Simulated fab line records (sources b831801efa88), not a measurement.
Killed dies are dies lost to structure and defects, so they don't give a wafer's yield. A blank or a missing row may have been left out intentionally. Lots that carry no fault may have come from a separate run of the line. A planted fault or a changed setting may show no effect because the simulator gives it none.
fab line records    flow sky130
[record] lots = 12  wafers = 36  last-day = 50
route steps=708 shown DNWELL@43 SONOS_TUNNEL@163 POLY_CUT@319 CONTACT@420
lots with no fault: from the same line, run without faults
start-h: start of the lot's first displayed wafer, in hours after the record's first day    wait-h: hours elapsed since this lot's preceding step    " unchanged from the row above    L1.1+2: one row covering several wafers at once    - no value present, or no start provided    * or withheld: withheld    < > ~ a bound
route shown NAME@n: names a module that has steps shown in the file, with the first one's number in the route    usual: mean/standard deviation taken from wafers without a fault    same: alike in all rows    chamber/n: place in a boat    sites: per-site readings    _std_site: how widely they spread, as a standard deviation    _edge_site: inner sites' mean taken away from outer sites' mean    radius-mm: how far each site lies from the wafer's centre    mask NAME#n: copy n    behind: tool/chamber where the wafer was last shaped    hold: why the lot went on hold/how many hours it stayed there/how the hold came to an end    device: which transistor (n, p or np) failed to switch    end of line: tests run on the same wafers once the route is complete    step lacking rows: just its recipe    killed: the dies lost at the first sort to structure and to defects; this is not the yield of the wafer    map: a wafer's dies, marking killed ones x, the rest . and places with no die _
set.NAME: the setting that was run; set.NAME@STEP: the one run at that earlier step    model.NAME: the simulator's own value behind a step, which no gauge read
steps of the route over a sample of lots; a table a step, a row a wafer
services: when a tool's chamber went out of use (start-h, in hours from the record's first day, below 0 if earlier), for how many hours, and the reason
[[steps]]
[step SKY_DNWELL_STRIP_08]
[recipe] chemistry = O2/N2  power-w = 1400  pressure-mtorr = 1500  platen-temp-c = withheld  o2-flow-sccm = 3000  n2-flow-sccm = 300  overash-fraction = 0.5
[usual] drypump-motor-current-A = 5.5/0.35  oes-product-au = 0.722/0.0043  strip-time-to-endpoint-s = 36.86/0.1
lot.wafer  tool             chamber  start-h  wait-h  drypump-motor-current-A  oes-product-au  rf-hours-counter-h  strip-time-to-endpoint-s
L900.1     plasma-asher-04  1        51.62    0.1     5.2                      0.725           36                  36.96
L900.4     "                1        "        "       5.2                      0.716           -                   36.93
L900.5     "                0        "        "       5.6                      0.727           -                   36.99
L901.2     plasma-asher-04  0        57.92    0.1     5.6                      0.725           36                  37.00
L901.3     "                0        "        "       5.5                      0.720           -                   36.98
L901.4     "                1        "        "       5.2                      0.721           -                   36.96
L902.1     plasma-asher-02  0        63.62    0.1     5.3                      0.720           39                  36.76
L902.2     "                1        "        "       5.7                      0.718           39                  36.69
L902.6     "                1        "        "       5.7                      0.719           -                   36.75
L906.1     plasma-asher-02  1        85.94    0.1     5.7                      0.719           41                  36.78
L906.4     "                1        "        "       5.7                      0.711           -                   36.81
L906.6     "                0        "        "       5.3                      0.722           -                   36.85
L907.2     plasma-asher-01  0        91.92    0.1     6.5                      0.725           28                  36.75
L907.5     "                0        "        "       6.5                      0.730           -                   36.80
L907.6     "                1        "        "       6.6                      0.726           -                   36.83
L908.1     plasma-asher-02  0        95.72    0.1     5.3                      0.732           42                  36.90
L908.3     "                1        "        "       5.7                      0.729           -                   36.93
L908.5     "                0        "        "       5.3                      0.722           -                   36.87
L914.2     plasma-asher-02  1        128.09   0.1     5.7                      0.723           46                  36.89
L914.3     "                1        "        "       5.7                      0.723           -                   36.83
L914.4     "                0        "        "       5.3                      0.721           -                   36.76
L915.2     plasma-asher-04  1        135.82   0.1     5.2                      0.720           2                   36.85
L915.3     "                0        "        "       5.5                      0.724           -                   36.77
L915.4     "                1        "        "       5.2                      0.718           -                   36.81
L920.1     plasma-asher-04  1        159.62   0.1     5.2                      0.729           4                   36.87
L920.3     "                0        "        "       5.6                      0.717           -                   36.79
L920.5     "                1        "        "       5.2                      0.727           -                   36.95
L921.2     plasma-asher-02  1        172.73   0.1     5.7                      0.717           51                  37.10
L921.5     "                1        "        "       5.7                      0.722           -                   36.95
L921.6     "                0        "        "       5.4                      0.726           -                   36.95
L922.2     plasma-asher-01  0        179.97   0.1     6.5                      0.721           36                  36.67
L922.3     "                0        "        "       6.4                      0.729           -                   36.66
L922.6     "                1        "        "       6.6                      0.722           -                   36.68
L923.2     plasma-asher-04  1        180.03   0.1     5.2                      0.722           7                   36.85
L923.4     "                1        "        "       5.2                      0.725           -                   36.78
L923.5     "                0        "        "       5.5                      0.724           -                   36.84
[step SKY_SONOS_TUNNEL_IMPLANT_09]
[recipe] species = B  energy-kev = 20  dose-cm2 = 1e+12  tilt-deg = withheld
[usual] beam-on-s = 9.99/0.22  faraday-current-uA = 5.65/0.12
lot.wafer  tool          chamber  start-h  wait-h  beam-on-s  faraday-current-uA
L900.1     implanter-01  0        247.93   0.0     9.97       5.67
L900.4     "             0        "        "       9.66       5.84
L900.5     "             0        "        "       9.73       5.79
L901.2     implanter-02  0        255.25   0.0     9.92       5.70
L901.3     "             0        "        "       9.74       5.77
L901.4     "             0        "        "       10.04      5.61
L902.1     implanter-02  0        265.53   0.0     10.21      5.53
L902.2     "             0        "        "       9.89       5.72
L902.6     "             0        "        "       9.90       5.70
L906.1     implanter-02  0        299.99   0.0     10.26      5.52
L906.4     "             0        "        "       9.88       5.70
L906.6     "             0        "        "       9.89       5.72
L907.2     implanter-01  0        308.50   0.0     9.75       5.78
L907.5     "             0        "        "       9.99       5.65
L907.6     "             0        "        "       10.16      5.55
L908.1     implanter-01  0        314.69   0.0     10.07      5.60
L908.3     "             0        "        "       9.65       5.85
L908.5     "             0        "        "       9.77       5.76
L914.2     implanter-01  0        359.50   0.0     8.36       6.76
L914.3     "             0        "        "       8.09       6.98
L914.4     "             0        "        "       7.92       7.10
L915.2     implanter-01  0        373.15   0.0     7.97       7.08
L915.3     "             0        "        "       8.42       6.71
L915.4     "             0        "        "       8.00       7.07
L920.1     implanter-02  0        411.28   0.0     9.82       5.76
L920.3     "             0        "        "       9.79       5.72
L920.5     "             0        "        "       9.89       5.72
L921.2     implanter-04  0        428.85   0.0     9.80       5.74
L921.5     "             0        "        "       10.03      5.63
L921.6     "             0        "        "       9.97       5.63
L922.2     implanter-04  0        439.10   0.0     10.07      5.61
L922.3     "             0        "        "       10.10      5.60
L922.6     "             0        "        "       9.61       5.85
L923.2     implanter-04  0        441.71   0.0     10.37      5.45
L923.4     "             0        "        "       9.94       5.71
L923.5     "             0        "        "       10.12      5.57
[step SKY_SONOS_TUNNEL_TW_MEAS_12]
[usual] SONOS_TUNNEL_TW = 197.8/2
lot.wafer  tool           chamber  start-h  wait-h  SONOS_TUNNEL_TW
L900.1     film-metro-01  -        248.34   0.0     201.0
L900.4     "              -        "        "       199.8
L900.5     "              -        "        "       199.9
L901.2     film-metro-01  -        255.65   0.0     201.6
L901.3     "              -        "        "       200.0
L901.4     "              -        "        "       201.0
L902.1     film-metro-03  -        265.95   0.0     197.0
L902.2     "              -        "        "       196.8
L902.6     "              -        "        "       196.3
L906.1     film-metro-03  -        300.41   0.0     196.2
L906.4     "              -        "        "       197.8
L906.6     "              -        "        "       196.6
L907.2     film-metro-02  -        309.02   0.0     194.5
L907.5     "              -        "        "       194.4
L907.6     "              -        "        "       194.8
L908.1     film-metro-02  -        315.10   0.0     196.6
L908.3     "              -        "        "       196.6
L908.5     "              -        "        "       196.0
L914.2     film-metro-01  -        359.90   0.0     187.7
L914.3     "              -        "        "       188.3
L914.4     "              -        "        "       190.4
L915.2     film-metro-03  -        373.58   0.0     187.6
L915.3     "              -        "        "       187.3
L915.4     "              -        "        "       187.4
L920.1     film-metro-02  -        411.69   0.0     195.5
L920.3     "              -        "        "       195.9
L920.5     "              -        "        "       196.0
L921.2     film-metro-02  -        429.25   0.0     195.4
L921.5     "              -        "        "       195.3
L921.6     "              -        "        "       194.8
L922.2     film-metro-02  -        439.51   0.0     196.6
L922.3     "              -        "        "       196.4
L922.6     "              -        "        "       196.6
L923.2     film-metro-01  -        442.13   0.0     200.0
L923.4     "              -        "        "       200.7
L923.5     "              -        "        "       200.8
[step SKY_POLY_CUT_STRIP_12]
[recipe] chemistry = O2/N2  power-w = 1400  pressure-mtorr = 1500  platen-temp-c = withheld  o2-flow-sccm = 3000  n2-flow-sccm = 300  overash-fraction = 0.5
[usual] drypump-motor-current-A = 5.9/0.48  oes-product-au = 0.452/0.0045  strip-time-to-endpoint-s = 5.354/0.02
lot.wafer  tool             chamber  start-h  wait-h  drypump-motor-current-A  oes-product-au  rf-hours-counter-h  strip-time-to-endpoint-s
L900.1     plasma-asher-02  1        548.19   0.0     5.7                      0.452           84                  5.389
L900.4     "                0        "        "       5.3                      0.455           -                   5.387
L900.5     "                0        "        "       5.4                      0.450           -                   5.406
L901.2     plasma-asher-02  1        566.84   0.0     5.7                      0.453           87                  5.364
L901.3     "                1        "        "       5.7                      0.449           -                   5.357
L901.4     "                0        "        "       5.3                      0.453           -                   5.363
L902.1     plasma-asher-02  0        584.66   0.0     5.3                      0.455           88                  5.352
L902.2     "                1        "        "       5.7                      0.448           88                  5.347
L902.6     "                1        "        "       5.7                      0.451           -                   5.335
L906.1     plasma-asher-03  1        617.57   0.0     5.7                      0.447           18                  5.351
L906.4     "                0        "        "       5.6                      0.446           -                   5.346
L906.6     "                0        "        "       5.6                      0.464           -                   5.368
L907.2     plasma-asher-02  1        624.59   0.0     5.7                      0.446           93                  5.340
L907.5     "                0        "        "       5.3                      0.450           -                   5.341
L907.6     "                1        "        "       5.7                      0.451           -                   5.327
L908.1     plasma-asher-02  1        632.27   0.0     5.7                      0.459           93                  5.330
L908.3     "                1        "        "       5.7                      0.453           -                   5.354
L908.5     "                1        "        "       5.7                      0.449           -                   5.338
L914.2     plasma-asher-03  0        674.16   0.0     5.6                      0.454           24                  5.320
L914.3     "                1        "        "       5.7                      0.445           -                   5.345
L914.4     "                0        "        "       5.6                      0.455           -                   5.336
L915.2     plasma-asher-01  1        690.88   0.0     6.6                      0.460           87                  5.332
L915.3     "                0        "        "       6.5                      0.455           -                   5.369
L915.4     "                1        "        "       6.6                      0.437           -                   5.343
L920.1     plasma-asher-01  1        736.18   0.0     6.6                      0.449           92                  5.356
L920.3     "                1        "        "       6.6                      0.458           -                   5.334
L920.5     "                1        "        "       6.6                      0.457           -                   5.353
L921.2     plasma-asher-01  1        739.34   0.1     6.6                      0.446           92                  5.339
L921.5     "                0        "        "       6.5                      0.457           -                   5.366
L921.6     "                1        "        "       6.6                      0.457           -                   5.357
L922.2     plasma-asher-01  0        747.44   0.0     6.5                      0.451           93                  5.316
L922.3     "                0        "        "       6.5                      0.448           -                   5.324
L922.6     "                0        "        "       6.5                      0.451           -                   5.325
L923.2     plasma-asher-02  1        753.97   0.0     5.7                      0.448           1                   5.365
L923.4     "                1        "        "       5.7                      0.460           -                   5.353
L923.5     "                1        "        "       5.7                      0.453           -                   5.347
[step SKY_CONTACT_CD_MEAS_14]
[recipe] target-cd-nm = 170
[usual] cd-nm = 169.6/1.6
lot.wafer  tool       chamber  start-h  wait-h  cd-nm
L900.1     cd-sem-02  -        723.23   -       172.2
L900.4     "          -        "        "       170.7
L900.5     "          -        "        "       170.9
L901.2     cd-sem-01  -        741.79   -       168.0
L901.3     "          -        "        "       168.6
L901.4     "          -        "        "       168.9
L902.1     cd-sem-01  -        758.22   -       171.7
L902.2     "          -        "        "       171.3
L902.6     "          -        "        "       170.6
L906.1     cd-sem-02  -        787.78   -       168.8
L906.4     "          -        "        "       169.2
L906.6     "          -        "        "       168.9
L907.2     cd-sem-02  -        794.64   -       171.0
L907.5     "          -        "        "       172.5
L907.6     "          -        "        "       173.0
L908.1     cd-sem-02  -        800.62   -       167.3
L908.3     "          -        "        "       167.6
L908.5     "          -        "        "       165.9
L914.2     cd-sem-02  -        839.59   -       173.0
L914.3     "          -        "        "       169.8
L914.4     "          -        "        "       171.3
L915.2     cd-sem-02  -        856.05   -       168.3
L915.3     "          -        "        "       168.0
L915.4     "          -        "        "       168.4
L920.1     cd-sem-01  -        900.03   -       169.9
L920.3     "          -        "        "       169.1
L920.5     "          -        "        "       168.7
L921.2     cd-sem-01  -        902.30   -       168.0
L921.5     "          -        "        "       168.2
L921.6     "          -        "        "       167.0
L922.2     cd-sem-02  -        908.74   -       169.8
L922.3     "          -        "        "       169.0
L922.6     "          -        "        "       169.3
L923.2     cd-sem-02  -        915.19   -       168.6
L923.4     "          -        "        "       168.7
L923.5     "          -        "        "       169.1
[[services]]
tool             chamber  start-h  hours  kind
plasma-asher-04  -        108.75   9.0    pm
implanter-01     -        113.01   12.7   pm
plasma-asher-01  -        132.14   14.6   pm
implanter-01     -        136.42   1.6    repair
implanter-01     -        149.17   2.3    pm
plasma-asher-02  -        179.01   2.8    pm
plasma-asher-01  -        190.71   1.3    repair
plasma-asher-02  -        231.53   0.8    repair
plasma-asher-04  -        264.16   5.2    repair
implanter-01     -        289.80   2.5    pm
plasma-asher-01  -        314.88   2.8    pm
plasma-asher-02  -        353.59   1.3    repair
plasma-asher-01  -        368.60   2.8    repair
implanter-01     -        378.02   17.4   repair
plasma-asher-04  -        379.93   0.5    repair
plasma-asher-02  -        437.72   0.9    repair
plasma-asher-02  -        457.52   7.5    repair
plasma-asher-04  -        460.06   6.1    repair
plasma-asher-04  -        467.45   0.9    repair
plasma-asher-02  -        512.14   15.6   pm
plasma-asher-04  -        539.39   2.4    repair
plasma-asher-01  -        548.97   6.7    repair
plasma-asher-02  -        644.68   1.7    repair
plasma-asher-02  -        733.75   9.0    pm
[[key]]
[first-sign] step = SKY_SONOS_TUNNEL_IMPLANT_09  reading = faraday-current-uA  direction = up  sigmas = 11  usual = 5.65  struck = 6.95
[effect] step = SKY_SONOS_TUNNEL_IMPLANT_09  reading = beam-on-s  direction = down  sigmas = 8.4  usual = 9.99  struck = 8.13
[effect] step = SKY_SONOS_TUNNEL_TW_MEAS_12  reading = SONOS_TUNNEL_TW  direction = down  sigmas = 4.9  usual = 197.8  struck = 188.1
met-at SKY_SONOS_TUNNEL_IMPLANT_09
struck-lots L914,L915
tester-left-out L914,L915
not-acting-at SKY_DNWELL_STRIP_08,SKY_POLY_CUT_STRIP_12,SKY_CONTACT_CD_MEAS_14
onset-between 314.69 359.50
[fault] kind = process-parameter-drift  tool = implanter-01  chamber = -  onset-h = 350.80  steps = SKY_SONOS_TUNNEL_IMPLANT_09  channel = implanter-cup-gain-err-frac  offset = 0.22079  shape = step  end-h = 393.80
// tester-left-out: of these lots the tester's yield and bins aren't shown, on N5 and GAA mostly nor the transistor test; their killed dies are dies lost to structure and defects alone, not to doping, threshold or leakage, so they don't give the yield
